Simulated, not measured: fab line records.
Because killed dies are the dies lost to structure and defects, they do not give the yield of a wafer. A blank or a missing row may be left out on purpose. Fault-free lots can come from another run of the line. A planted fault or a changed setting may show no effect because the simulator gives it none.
Which tool is to blame?    flow gf180mcu    7 lots (21 wafers sampled), 1 step of a 602-step route

## WHAT THE GAUGES SHOWED, per wafer
GF_DUAL_GATE_THK_MEAS_03.
lot   measured      on             DUAL_GATE_OXIDATION_00_THK (nm)
L317  day 8 03:05   film metro-02  11.03 11.05 10.95
L320  day 8 21:16   film metro-01  10.82 11.12 10.94
L322  day 9 12:07   film metro-02  10.80 11.12 10.76
L325  day 10 06:51  film metro-01  11.11 11.09 11.13
L327  day 10 23:34  film metro-04  10.95 10.90 11.11
L329  day 11 10:42  film metro-02  11.03 11.13 11.11
L338  day 14 07:10  film metro-01  11.15 10.95 11.29

## WHAT TOOL EACH LOT RAN ON (gives the tool, then ch and the chambers of the sampled wafers, and finally the start)
Record: no process step prior to these readings.

## THE ANSWER, worked out from the rows above alone
Rule: usual is defined by the lots themselves. Put in order of their means at a reading, lots are off if they are a third of the lots or fewer, leave a main group of 4 or more, and stand apart from it by a gap of 3 or more times the standard deviation of the main group's means; of several such gaps the widest counts. The tables above print the reading to a certain number of digits; a main group whose means all agree to those digits is not used. A lot without any number at a reading at which 4 lots or more have one is off too. The other lots that the step has rows for count as sound.
Nothing can be told from this: no lot is off at any reading shown.

## WHAT THE SIMULATOR HAD INSERTED
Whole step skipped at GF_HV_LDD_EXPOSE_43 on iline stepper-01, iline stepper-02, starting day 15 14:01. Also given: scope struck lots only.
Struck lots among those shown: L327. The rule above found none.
